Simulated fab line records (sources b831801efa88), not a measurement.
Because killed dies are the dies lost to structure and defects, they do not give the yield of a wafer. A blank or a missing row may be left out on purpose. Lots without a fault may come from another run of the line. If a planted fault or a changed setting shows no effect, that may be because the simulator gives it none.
fab line records	flow sky130
record lots=13	wafers=39	last-day=50
route steps=708 shown FIELD_ISO@17 PAD_OPEN@708
lots that met no fault: taken from a fault-free run of the same line
start-h: hours from the record's opening day to when the first of the lot's shown wafers began	wait-h: hours elapsed since this lot's preceding step	" unchanged from the row above	L1.1+2: a row that stands for several wafers	- value missing, or start not given	* or withheld: withheld	< > ~ a bound
route shown NAME@n: NAME is a module with steps in the file, n the number in the route of the first one	usual: the fault-free wafers' mean and standard deviation	same: alike in all rows	chamber/n: place in a boat	sites: per-site readings	_std_site: standard deviation of those values	_edge_site: the outer-site mean with the inner-site mean subtracted	radius-mm: how far each site lies from the wafer's centre	mask NAME#n: copy n	behind: the tool/chamber that last shaped the wafer	hold: what put the lot on hold/how long, in hours/how the hold closed	device: the n, p or np transistor that did not switch	end of line: tests run on the same wafers once the route is complete	a step given without rows: its recipe and nothing more	killed: the dies lost at the first sort to structure and to defects; this is not the yield of the wafer	map: per-die view of a wafer (x killed, . not killed, _ where there is no die)
set.NAME: the run value of the setting; set.NAME@STEP: its run value at that earlier step	model.NAME: the simulator's own value behind a step, which no gauge read
one table for each step of the route and one row for each wafer, over a sample of lots
services: when a tool's chamber went out of use (start-h, in hours from the record's first day, below 0 if earlier), for how many hours, and the reason
## steps
# step SKY_FIELD_ISO_STRIP_16
# recipe chemistry=O2/N2	power-w=1400	pressure-mtorr=1500	platen-temp-c=withheld	o2-flow-sccm=3000	n2-flow-sccm=300	overash-fraction=0.5
# usual drypump-motor-current-A=6.0/0.45	oes-product-au=0.378/0.0049	strip-time-to-endpoint-s=3.56/0.031
lot.wafer	tool	chamber	start-h	wait-h	drypump-motor-current-A	oes-product-au	rf-hours-counter-h	strip-time-to-endpoint-s
L230.3	plasma-asher-02	1	29.26	0.1	6.2	0.371	-	3.53
L230.4	"	0	"	"	5.4	0.377	-	3.50
L230.6	"	1	"	"	6.2	0.378	-	3.54
L231.2	plasma-asher-01	0	33.56	0.0	6.7	0.375	25	3.61
L231.4	"	0	"	"	6.7	0.385	-	3.52
L231.5	"	0	"	"	6.7	0.378	-	3.54
L234.1	plasma-asher-02	1	49.82	0.0	6.2	0.382	28	3.55
L234.3	"	0	"	"	5.4	0.371	-	3.57
L234.4	"	1	"	"	6.2	0.384	-	3.55
L235.1	plasma-asher-04	0	57.35	0.0	5.9	0.374	39	3.57
L235.5	"	1	"	"	6.4	0.382	-	3.55
L235.6	"	0	"	"	5.9	0.372	-	3.58
L237.2	plasma-asher-01	0	66.36	0.0	6.7	0.384	28	3.61
L237.4	"	0	"	"	6.6	0.371	-	3.53
L237.5	"	1	"	"	5.8	0.385	-	3.58
L238.3	plasma-asher-02	1	69.64	0.1	6.2	0.371	-	3.56
L238.4	"	0	"	"	5.4	0.376	-	3.56
L238.6	"	1	"	"	6.2	0.380	-	3.55
L239.3	plasma-asher-02	0	77.09	0.1	5.4	0.381	-	3.59
L239.5	"	1	"	"	6.2	0.375	-	3.58
L239.6	"	0	"	"	5.4	0.370	-	3.56
L247.1	plasma-asher-01	1	122.41	0.0	5.7	0.384	34	3.55
L247.2	"	0	"	"	6.7	0.384	34	3.61
L247.4	"	0	"	"	6.8	0.385	-	3.61
L248.2	plasma-asher-02	1	122.76	0.0	6.2	0.378	36	3.54
L248.4	"	1	"	"	6.2	0.377	-	3.56
L248.6	"	0	"	"	5.4	0.373	-	3.56
L250.1	plasma-asher-04	0	132.95	0.0	5.9	0.375	48	3.51
L250.3	"	0	"	"	5.9	0.376	-	3.49
L250.6	"	0	"	"	5.9	0.366	-	3.50
L251.1	plasma-asher-02	0	137.80	0.0	5.4	0.380	38	3.53
L251.4	"	0	"	"	5.4	0.379	-	3.54
L251.6	"	0	"	"	5.4	0.383	-	3.55
L252.1	plasma-asher-04	1	143.10	0.0	6.4	0.374	49	3.55
L252.2	"	0	"	"	5.9	0.383	49	3.56
L252.3	"	0	"	"	5.9	0.384	-	3.61
L253.2	plasma-asher-01	0	149.35	0.0	6.7	0.371	36	3.56
L253.5	"	1	"	"	5.8	0.386	-	3.58
L253.6	"	0	"	"	6.8	0.382	-	3.57
# step SKY_FIELD_ISO_THK_MEAS_23
# recipe reads=SiO2_of_FIELD_ISO_OXIDATION_22
# usual FIELD_ISO_OXIDATION_01_THK=10.03/0.21
lot.wafer	tool	chamber	start-h	wait-h	FIELD_ISO_OXIDATION_01_THK[nm]
L230.3	film-metro-03	-	31.07	0.0	9.95
L230.4	"	-	"	"	10.04
L230.6	"	-	"	"	9.83
L231.2	film-metro-03	-	35.24	0.0	10.19
L231.4	"	-	"	"	9.96
L231.5	"	-	"	"	10.07
L234.1	film-metro-01	-	52.80	0.0	10.44
L234.3	"	-	"	"	10.45
L234.4	"	-	"	"	10.24
L235.1	film-metro-02	-	60.73	0.0	10.44
L235.5	"	-	"	"	10.19
L235.6	"	-	"	"	10.36
L237.2	film-metro-03	-	68.47	0.0	9.94
L237.4	"	-	"	"	9.75
L237.5	"	-	"	"	9.96
L238.3	film-metro-03	-	71.25	0.0	10.06
L238.4	"	-	"	"	10.13
L238.6	"	-	"	"	10.01
L239.3	film-metro-01	-	78.90	0.0	9.85
L239.5	"	-	"	"	9.87
L239.6	"	-	"	"	9.93
L247.1	film-metro-03	-	124.04	0.0	10.07
L247.2	"	-	"	"	9.86
L247.4	"	-	"	"	9.74
L248.2	film-metro-01	-	124.57	0.0	10.22
L248.4	"	-	"	"	10.07
L248.6	"	-	"	"	10.27
L250.1	film-metro-03	-	135.13	0.0	9.77
L250.3	"	-	"	"	9.88
L250.6	"	-	"	"	9.70
L251.1	film-metro-02	-	139.41	0.0	10.00
L251.4	"	-	"	"	9.99
L251.6	"	-	"	"	9.90
L252.1	film-metro-01	-	145.08	0.0	10.52
L252.2	"	-	"	"	10.47
L252.3	"	-	"	"	10.39
L253.2	film-metro-01	-	150.97	0.0	9.66
L253.5	"	-	"	"	9.81
L253.6	"	-	"	"	9.71
# step SKY_FIELD_ISO_CMP_27
# recipe stop-on=Si3N4	t-overpolish-s=16	down-force-psi=4	platen-rpm=60	target-thk-nm=457.8	pad-velocity-m-s=0.94248
# usual motor-current-A=11.3/1.6	overpolish-run-s=16.000/0.009	time-to-endpoint-s=110/3.9
lot.wafer	tool	chamber	start-h	wait-h	motor-current-A	overpolish-run-s	time-to-endpoint-s
L230.4	cmp-02	0	34.02	0.1	9.1	15.994	110
L230.3	"	1	"	"	11.9	15.987	117
L230.6	"	0	"	"	8.9	15.988	116
L231.2	cmp-01	3	38.45	0.1	10.7	15.996	110
L231.4	"	0	"	"	9.5	15.995	111
L231.5	"	2	"	"	13.3	15.998	112
L234.3	cmp-02	0	54.50	0.0	9.1	16.006	112
L234.1	"	2	"	"	13.6	15.995	106
L234.4	"	3	"	"	11.1	15.996	106
L235.1	cmp-01	0	63.06	0.0	9.5	16.003	108
L235.6	"	0	"	"	9.6	16.005	109
L235.5	"	1	"	"	12.0	15.999	111
L237.4	cmp-01	3	70.92	0.1	10.5	15.979	110
L237.2	"	0	"	"	9.2	16.005	109
L237.5	"	2	"	"	12.8	15.988	120
L238.4	cmp-02	1	73.88	0.0	11.4	16.002	115
L238.3	"	2	"	"	13.6	15.995	111
L238.6	"	2	"	"	13.7	15.992	112
L239.3	cmp-02	1	80.75	0.1	11.9	15.998	110
L239.6	"	2	"	"	14.2	15.995	107
L239.5	"	3	"	"	11.9	15.988	105
L247.1	cmp-01	3	126.89	0.0	10.6	15.982	107
L247.4	"	0	"	"	9.8	16.007	106
L247.2	"	2	"	"	13.4	15.997	112
L248.2	cmp-02	1	126.99	0.1	11.8	16.004	108
L248.4	"	2	"	"	13.8	16.003	104
L248.6	"	0	"	"	8.6	16.000	105
L250.3	cmp-01	2	139.29	0.0	13.9	16.006	106
L250.1	"	3	"	"	10.8	16.001	108
L250.6	"	3	"	"	10.2	15.997	106
L251.1	cmp-02	3	141.11	0.0	11.7	15.994	104
L251.4	"	1	"	"	11.4	16.022	109
L251.6	"	3	"	"	12.0	16.007	102
L252.3	cmp-01	0	147.69	0.0	10.0	16.017	108
L252.1	"	1	"	"	11.8	16.004	111
L252.2	"	2	"	"	12.5	16.002	117
L253.2	cmp-02	1	152.76	0.1	12.4	16.016	111
L253.5	"	3	"	"	11.3	16.000	110
L253.6	"	0	"	"	9.3	15.983	116
# step SKY_FIELD_ISO_WET_ETCH_28
# recipe chemistry=dHF	target-depth-nm=23.7	target=SiO2	dilution=10:1	temp-c=25	time-s=47
# usual bath-heat-duty-pct=6.7/0.83	run-length-s=75/3.4
lot.wafer	tool	chamber	start-h	wait-h	bath-heat-duty-pct	run-length-s
L230.3	wet-bench-04	1	34.27	0.1	7.1	72
L230.4	"	1	"	"	6.9	72
L230.6	"	1	"	"	6.6	72
L231.2	wet-bench-03	0	38.65	0.1	7.3	72
L231.4	"	0	"	"	6.2	72
L231.5	"	0	"	"	5.7	72
L234.1	wet-bench-04	2	54.80	0.1	8.1	81
L234.3	"	2	"	"	6.1	81
L234.4	"	2	"	"	7.4	81
L235.1	wet-bench-04	1	63.36	0.2	6.6	79
L235.5	"	1	"	"	6.9	79
L235.6	"	1	"	"	8.0	79
L237.2	wet-bench-03	2	71.17	0.1	7.1	74
L237.4	"	2	"	"	6.6	74
L237.5	"	2	"	"	7.7	74
L238.3	wet-bench-03	2	74.18	0.2	-	-
L238.4	"	2	"	"	-	-
L238.6	"	2	"	"	-	-
L239.3	wet-bench-02	3	80.90	0.1	-	-
L239.5	"	3	"	"	-	-
L239.6	"	3	"	"	-	-
L247.1	wet-bench-03	0	127.19	0.2	5.2	73
L247.2	"	0	"	"	6.5	73
L247.4	"	0	"	"	5.3	73
L248.2	wet-bench-03	3	127.19	0.1	7.0	73
L248.4	"	3	"	"	7.0	73
L248.6	"	3	"	"	6.6	73
L250.1	wet-bench-02	1	139.59	0.2	5.6	73
L250.3	"	1	"	"	7.2	73
L250.6	"	1	"	"	6.7	73
L251.1	wet-bench-03	0	141.41	0.2	6.4	71
L251.4	"	0	"	"	6.7	71
L251.6	"	0	"	"	6.0	71
L252.1	wet-bench-02	0	147.99	0.2	7.6	73
L252.2	"	0	"	"	7.3	73
L252.3	"	0	"	"	7.2	73
L253.2	wet-bench-02	3	152.96	0.1	5.7	73
L253.5	"	3	"	"	5.9	73
L253.6	"	3	"	"	5.1	73
# step SKY_PAD_OPEN_PROBE_99
# usual killed_at_M0_to_M3=44/6.6	killed_at_M4_up=3.4/1.9	killed-at-contacts=25/5.6	killed-at-front-end=15/4.6	killed-at-other=0.3/0.6	killed-dies=88/9.5	killed-on-rim=17/3.8	killed-open=47/7.1	killed-short=40/6.4
# same gross-dies=492	killed-at-back-side=0
lot.wafer	tool	chamber	start-h	wait-h	killed_at_M0_to_M3	killed_at_M4_up	killed-at-contacts	killed-at-front-end	killed-at-other	killed-dies	killed-on-rim	killed-open	killed-short
L230.3	prober-02	-	1071.06	0.2	41	1	24	17	1	84	12	50	33
L230.4	prober-02	-	1071.11	0.2	48	4	25	11	0	88	15	47	41
L230.6	prober-02	-	1071.21	0.2	50	1	16	21	1	89	19	60	29
L231.2	prober-01	-	1082.63	0.1	44	2	20	12	0	78	14	37	41
L231.4	prober-01	-	1082.73	0.2	48	4	24	20	0	96	12	51	45
L231.5	prober-01	-	1082.78	0.2	51	1	23	12	0	87	19	46	41
L234.1	prober-02	-	1104.71	0.1	47	3	23	7	1	81	14	45	35
L234.3	prober-02	-	1104.81	0.2	40	7	27	15	1	90	15	47	43
L234.4	prober-02	-	1104.86	0.2	53	2	8	8	2	73	14	39	32
L235.1	prober-01	-	1108.92	0.1	32	5	16	17	0	70	17	28	42
L235.5	prober-01	-	1109.12	0.2	39	1	20	11	0	71	19	43	28
L235.6	prober-01	-	1109.17	0.2	38	0	22	11	0	71	14	39	32
L237.2	prober-01	-	1119.63	0.1	33	4	27	15	2	81	16	40	40
L237.4	prober-01	-	1119.73	0.2	37	4	27	9	1	78	14	39	39
L237.5	prober-01	-	1119.78	0.2	49	1	17	11	0	78	15	39	39
L238.3	prober-02	-	1121.18	0.2	59	4	30	398	1	492	96	56	49
L238.4	prober-02	-	1121.23	0.2	60	4	30	398	0	492	96	58	44
L238.6	prober-02	-	1121.33	0.2	37	2	23	430	0	492	96	44	34
L239.3	prober-01	-	1126.69	0.2	47	2	23	420	0	492	96	37	45
L239.5	prober-01	-	1126.79	0.2	46	3	24	419	0	492	96	50	43
L239.6	prober-01	-	1126.84	0.2	53	3	21	415	0	492	96	45	40
L247.1	prober-01	-	1175.76	0.1	45	5	27	17	0	94	16	41	53
L247.2	prober-01	-	1175.81	0.1	39	4	22	19	0	84	19	40	44
L247.4	prober-01	-	1175.91	0.2	51	4	23	9	0	87	15	43	44
L248.2	prober-02	-	1182.49	0.1	42	4	32	14	0	92	25	53	39
L248.4	prober-02	-	1182.59	0.2	42	2	34	10	2	90	10	48	42
L248.6	prober-02	-	1182.69	0.2	38	5	27	21	0	91	19	52	39
L250.1	prober-01	-	1185.67	0.1	53	1	34	19	0	107	21	56	51
L250.3	prober-01	-	1185.77	0.2	42	3	27	16	0	88	12	40	48
L250.6	prober-01	-	1185.92	0.2	47	4	30	9	0	90	21	62	27
L251.1	prober-02	-	1187.17	0.1	41	2	24	19	0	86	18	43	43
L251.4	prober-02	-	1187.32	0.2	37	2	24	21	1	85	18	46	39
L251.6	prober-02	-	1187.42	0.2	44	4	30	26	0	104	15	47	57
L252.1	prober-01	-	1189.66	0.1	41	4	34	15	1	95	14	46	49
L252.2	prober-01	-	1189.71	0.1	44	3	23	19	0	89	13	57	31
L252.3	prober-01	-	1189.76	0.2	37	2	30	15	0	84	20	48	36
L253.2	prober-02	-	1193.09	0.1	49	4	25	19	0	97	22	58	39
L253.5	prober-02	-	1193.24	0.2	44	4	25	15	0	88	18	52	36
L253.6	prober-02	-	1193.29	0.2	52	4	29	18	0	103	15	52	51
# killed by level:class
L230.3 VIA1:geometric-particle:open=16 LI_CONTACT:geometric-particle:open=9 FIELD_ISO:geometric-particle:open=7 CONTACT:geometric-particle:open=7 METAL2:geometric-particle:short=5 METAL1:geometric-particle:short=5 VIA2:geometric-particle:open=5 LOCAL_INTERCONNECT:geometric-particle:short=4
L230.4 VIA1:geometric-particle:open=10 VIA2:geometric-particle:open=8 VIA3:geometric-particle:open=8 LI_CONTACT:geometric-particle:open=6 CONTACT:geometric-particle:open=6 METAL2:geometric-particle:short=6 LOCAL_INTERCONNECT:geometric-particle:short=5 CONTACT:geometric-particle:short=5
L230.6 VIA1:geometric-particle:open=11 VIA2:geometric-particle:open=9 LI_CONTACT:geometric-particle:open=8 FIELD_ISO:geometric-particle:short=6 POLY_GATE:geometric-particle:open=6 CONTACT:geometric-particle:open=5 METAL1:geometric-particle:open=5 METAL2:geometric-particle:short=5
L231.2 CONTACT:geometric-particle:open=8 VIA1:geometric-particle:short=8 METAL1:geometric-particle:short=7 CONTACT:geometric-particle:short=6 LI_CONTACT:geometric-particle:open=5 FIELD_ISO:geometric-particle:open=4 METAL2:geometric-particle:open=4 VIA1:geometric-particle:open=4
L231.4 VIA1:geometric-particle:open=13 CONTACT:geometric-particle:open=11 LI_CONTACT:geometric-particle:open=8 METAL1:geometric-particle:short=7 FIELD_ISO:geometric-particle:short=6 METAL2:geometric-particle:short=6 POLY_GATE:geometric-particle:short=5 VIA1:geometric-particle:short=5
L231.5 VIA1:geometric-particle:open=10 LI_CONTACT:geometric-particle:open=8 METAL1:geometric-particle:short=8 METAL2:geometric-particle:short=7 CONTACT:geometric-particle:open=7 VIA2:geometric-particle:open=7 POLY_GATE:geometric-particle:short=5 VIA3:geometric-particle:open=5
L234.1 VIA2:geometric-particle:open=12 CONTACT:geometric-particle:open=11 METAL1:geometric-particle:short=9 VIA1:geometric-particle:open=9 LI_CONTACT:geometric-particle:open=6 POLY_GATE:geometric-particle:short=4 VIA1:geometric-particle:short=4 CONTACT:geometric-particle:short=3
L234.3 LI_CONTACT:geometric-particle:open=9 VIA1:geometric-particle:open=8 VIA2:geometric-particle:open=8 FIELD_ISO:geometric-particle:short=7 FIELD_ISO:geometric-particle:open=6 CONTACT:geometric-particle:short=6 CONTACT:geometric-particle:open=6 METAL1:geometric-particle:short=6
L234.4 VIA1:geometric-particle:open=17 VIA3:geometric-particle:open=8 VIA3:geometric-particle:short=7 METAL1:geometric-particle:short=5 VIA2:geometric-particle:open=5 CONTACT:geometric-particle:open=4 LOCAL_INTERCONNECT:geometric-particle:short=3 VIA2:geometric-particle:short=3
L235.1 POLY_GATE:geometric-particle:short=7 METAL1:geometric-particle:short=7 METAL2:geometric-particle:short=6 LI_CONTACT:geometric-particle:open=5 LOCAL_INTERCONNECT:geometric-particle:short=5 FIELD_ISO:geometric-particle:short=4 CONTACT:geometric-particle:open=4 VIA2:geometric-particle:open=4
L235.5 VIA1:geometric-particle:open=14 VIA2:geometric-particle:open=8 CONTACT:geometric-particle:short=6 CONTACT:geometric-particle:open=6 VIA1:geometric-particle:short=5 POLY_GATE:geometric-particle:open=4 FIELD_ISO:geometric-particle:short=3 VIA3:geometric-particle:open=3
L235.6 VIA2:geometric-particle:open=8 VIA1:geometric-particle:open=7 LI_CONTACT:geometric-particle:open=6 METAL1:geometric-particle:short=5 LOCAL_INTERCONNECT:geometric-particle:short=5 CONTACT:geometric-particle:open=5 VIA3:geometric-particle:open=5 CONTACT:geometric-particle:short=4
L237.2 LI_CONTACT:geometric-particle:open=8 CONTACT:geometric-particle:short=8 VIA1:geometric-particle:open=7 METAL3:geometric-particle:short=5 POLY_GATE:geometric-particle:short=4 VIA2:geometric-particle:open=4 LI_CONTACT:geometric-particle:short=4 FIELD_ISO:geometric-particle:open=3
L237.4 METAL1:geometric-particle:short=8 LOCAL_INTERCONNECT:geometric-particle:short=7 VIA3:geometric-particle:open=7 VIA1:geometric-particle:open=6 VIA2:geometric-particle:open=5 LI_CONTACT:geometric-particle:open=5 CONTACT:geometric-particle:open=5 CONTACT:geometric-particle:short=5
L237.5 VIA1:geometric-particle:open=9 VIA1:geometric-particle:short=8 METAL1:geometric-particle:short=7 CONTACT:geometric-particle:open=6 VIA3:geometric-particle:open=6 FIELD_ISO:geometric-particle:open=5 CONTACT:geometric-particle:short=5 VIA2:geometric-particle:open=4
L238.3 FIELD_ISO:area-etch=387 VIA1:geometric-particle:open=17 CONTACT:geometric-particle:open=13 VIA1:geometric-particle:short=10 VIA2:geometric-particle:open=7 METAL2:geometric-particle:short=5 LI_CONTACT:geometric-particle:short=5 LOCAL_INTERCONNECT:geometric-particle:short=5
L238.4 FIELD_ISO:area-etch=390 LI_CONTACT:geometric-particle:open=16 VIA1:geometric-particle:open=14 VIA2:geometric-particle:open=9 METAL2:geometric-particle:short=8 CONTACT:geometric-particle:open=7 VIA1:geometric-particle:short=6 VIA3:geometric-particle:open=5
L238.6 FIELD_ISO:area-etch=414 VIA1:geometric-particle:open=11 LI_CONTACT:geometric-particle:open=8 POLY_GATE:geometric-particle:open=7 CONTACT:geometric-particle:short=6 VIA2:geometric-particle:open=6 FIELD_ISO:geometric-particle:short=5 VIA1:geometric-particle:short=4
L239.3 FIELD_ISO:area-etch=410 LI_CONTACT:geometric-particle:open=9 VIA1:geometric-particle:open=8 METAL1:geometric-particle:short=7 VIA2:geometric-particle:open=6 VIA2:geometric-particle:short=6 METAL2:geometric-particle:short=5 METAL3:geometric-particle:short=5
L239.5 FIELD_ISO:area-etch=399 VIA1:geometric-particle:open=13 LI_CONTACT:geometric-particle:open=9 VIA3:geometric-particle:open=9 METAL1:geometric-particle:short=8 LOCAL_INTERCONNECT:geometric-particle:short=7 POLY_GATE:geometric-particle:short=6 POLY_GATE:geometric-particle:open=5
L239.6 FIELD_ISO:area-etch=407 VIA1:geometric-particle:open=12 METAL2:geometric-particle:short=10 CONTACT:geometric-particle:open=8 VIA3:geometric-particle:open=8 VIA2:geometric-particle:open=8 LOCAL_INTERCONNECT:geometric-particle:short=5 VIA1:geometric-particle:short=4
L247.1 CONTACT:geometric-particle:open=9 CONTACT:geometric-particle:short=8 VIA1:geometric-particle:open=8 METAL1:geometric-particle:short=7 METAL2:geometric-particle:short=7 POLY_GATE:geometric-particle:short=6 LI_CONTACT:geometric-particle:open=5 VIA2:geometric-particle:short=5
L247.2 LI_CONTACT:geometric-particle:open=9 VIA1:geometric-particle:open=6 VIA3:geometric-particle:open=6 VIA3:geometric-particle:short=6 FIELD_ISO:geometric-particle:short=5 FIELD_ISO:geometric-particle:open=5 CONTACT:geometric-particle:open=5 VIA2:geometric-particle:open=5
L247.4 VIA1:geometric-particle:open=11 CONTACT:geometric-particle:open=9 METAL1:geometric-particle:short=8 METAL3:geometric-particle:short=6 METAL2:geometric-particle:short=6 LOCAL_INTERCONNECT:geometric-particle:short=5 VIA3:geometric-particle:open=5 VIA2:geometric-particle:open=5
L248.2 CONTACT:geometric-particle:open=16 VIA3:geometric-particle:open=10 LOCAL_INTERCONNECT:geometric-particle:short=6 LI_CONTACT:geometric-particle:open=6 VIA1:geometric-particle:short=6 POLY_GATE:geometric-particle:short=5 VIA1:geometric-particle:open=5 METAL2:geometric-particle:short=5
L248.4 LI_CONTACT:geometric-particle:open=14 CONTACT:geometric-particle:open=9 VIA1:geometric-particle:open=9 METAL2:geometric-particle:short=7 LOCAL_INTERCONNECT:geometric-particle:short=6 VIA2:geometric-particle:open=6 METAL1:geometric-particle:short=4 VIA3:geometric-particle:short=4
L248.6 CONTACT:geometric-particle:open=9 VIA1:geometric-particle:open=8 METAL2:geometric-particle:short=7 VIA3:geometric-particle:open=7 LOCAL_INTERCONNECT:geometric-particle:short=6 FIELD_ISO:geometric-particle:short=5 POLY_GATE:geometric-particle:open=5 LI_CONTACT:geometric-particle:open=5
L250.1 VIA1:geometric-particle:open=15 CONTACT:geometric-particle:open=9 LI_CONTACT:geometric-particle:open=8 VIA3:geometric-particle:open=7 CONTACT:geometric-particle:short=7 FIELD_ISO:geometric-particle:short=6 METAL1:geometric-particle:short=6 VIA1:geometric-particle:short=6
L250.3 VIA1:geometric-particle:open=12 CONTACT:geometric-particle:open=8 FIELD_ISO:geometric-particle:short=7 LOCAL_INTERCONNECT:geometric-particle:short=6 CONTACT:geometric-particle:short=6 VIA3:geometric-particle:open=6 METAL2:geometric-particle:short=5 POLY_GATE:geometric-particle:short=4
L250.6 CONTACT:geometric-particle:open=15 VIA1:geometric-particle:open=15 VIA2:geometric-particle:open=9 VIA3:geometric-particle:open=6 LI_CONTACT:geometric-particle:open=5 METAL2:geometric-particle:short=5 CONTACT:geometric-particle:short=4 FIELD_ISO:geometric-particle:open=3
L251.1 VIA1:geometric-particle:short=11 VIA1:geometric-particle:open=9 LI_CONTACT:geometric-particle:open=8 VIA3:geometric-particle:open=6 LI_CONTACT:geometric-particle:short=5 FIELD_ISO:geometric-particle:open=4 CONTACT:geometric-particle:open=4 CONTACT:geometric-particle:short=4
L251.4 CONTACT:geometric-particle:open=10 VIA1:geometric-particle:open=8 LI_CONTACT:geometric-particle:open=6 FIELD_ISO:geometric-particle:short=5 FIELD_ISO:geometric-particle:open=5 POLY_GATE:geometric-particle:open=5 METAL3:geometric-particle:short=5 VIA3:geometric-particle:open=5
L251.6 VIA1:geometric-particle:open=12 CONTACT:geometric-particle:open=10 FIELD_ISO:geometric-particle:short=9 CONTACT:geometric-particle:short=9 VIA2:geometric-particle:open=8 VIA1:geometric-particle:short=7 METAL1:geometric-particle:short=7 METAL2:geometric-particle:short=6
L252.1 CONTACT:geometric-particle:open=12 LOCAL_INTERCONNECT:geometric-particle:short=7 CONTACT:geometric-particle:short=7 VIA1:geometric-particle:short=7 LI_CONTACT:geometric-particle:open=6 METAL1:geometric-particle:short=6 METAL2:geometric-particle:short=6 FIELD_ISO:geometric-particle:short=5
L252.2 CONTACT:geometric-particle:open=15 VIA1:geometric-particle:open=13 VIA1:geometric-particle:short=7 FIELD_ISO:geometric-particle:open=6 METAL1:geometric-particle:short=6 VIA3:geometric-particle:open=6 FIELD_ISO:geometric-particle:short=5 POLY_GATE:geometric-particle:open=5
L252.3 LI_CONTACT:geometric-particle:open=10 VIA1:geometric-particle:open=9 CONTACT:geometric-particle:open=8 VIA3:geometric-particle:open=7 FIELD_ISO:geometric-particle:open=5 FIELD_ISO:geometric-particle:short=5 CONTACT:geometric-particle:short=5 LI_CONTACT:geometric-particle:short=4
L253.2 CONTACT:geometric-particle:open=16 VIA1:geometric-particle:open=14 METAL2:geometric-particle:short=9 POLY_GATE:geometric-particle:open=7 VIA2:geometric-particle:open=6 LOCAL_INTERCONNECT:geometric-particle:short=5 VIA3:geometric-particle:open=5 FIELD_ISO:geometric-particle:short=4
L253.5 VIA1:geometric-particle:open=13 LI_CONTACT:geometric-particle:open=9 CONTACT:geometric-particle:open=8 METAL2:geometric-particle:short=8 VIA2:geometric-particle:open=8 FIELD_ISO:geometric-particle:short=5 POLY_GATE:geometric-particle:short=4 FIELD_ISO:geometric-particle:open=3
L253.6 VIA1:geometric-particle:open=12 METAL2:geometric-particle:short=11 VIA2:geometric-particle:open=9 CONTACT:geometric-particle:open=8 LI_CONTACT:geometric-particle:open=7 VIA3:geometric-particle:open=7 VIA1:geometric-particle:short=6 LI_CONTACT:geometric-particle:short=5
## services
tool	chamber	start-h	hours	kind
cmp-02	-	16.17	4.6	pm
cmp-01	-	22.44	0.5	repair
cmp-01	-	24.37	6.5	pm
plasma-asher-02	-	41.51	2.2	repair
cmp-02	-	62.97	5.8	repair
cmp-02	-	68.81	4.0	pm
cmp-02	-	72.81	-	consumable-replace:conditioner
cmp-02	-	72.81	-	consumable-replace:pad
plasma-asher-02	-	74.16	0.5	repair
plasma-asher-01	-	101.19	5.6	repair
cmp-02	-	101.40	2.7	repair
wet-bench-02	-	106.27	1.0	repair
cmp-02	-	141.55	2.2	repair
cmp-01	-	143.19	0.6	repair
plasma-asher-04	-	146.51	0.4	repair
## key
first-sign step=SKY_FIELD_ISO_WET_ETCH_28	reading=tool-record	direction=missing
effect step=SKY_PAD_OPEN_PROBE_99	reading=killed-at-front-end	direction=up	sigmas=87	usual=15	struck=413
more-kills-born-at SKY_FIELD_ISO_WET_ETCH_28@wet-bench-02=1216	SKY_FIELD_ISO_WET_ETCH_28@wet-bench-03=1191
met-at SKY_FIELD_ISO_WET_ETCH_28
struck-lots L238,L239
later-rows-left-out L238.3,L238.4,L238.6,L239.3,L239.5,L239.6
tester-left-out L238,L239
not-acting-at SKY_FIELD_ISO_STRIP_16,SKY_FIELD_ISO_THK_MEAS_23,SKY_FIELD_ISO_CMP_27
onset-between 71.17 74.18
fault kind=skipped-step-whole	tool=wet-bench-02,wet-bench-03	chamber=-	onset-h=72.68	steps=SKY_FIELD_ISO_WET_ETCH_28	scope=struck-lots-only
# tester-left-out: of these lots the tester's yield and bins aren't shown, on N5 and GAA mostly nor the transistor test; their killed dies are dies lost to structure and defects alone, not to doping, threshold or leakage, so they don't give the yield
# later-rows-left-out: the simulator's readings of these wafers behind a module that went badly wrong aren't trusted and aren't shown, but for the sort
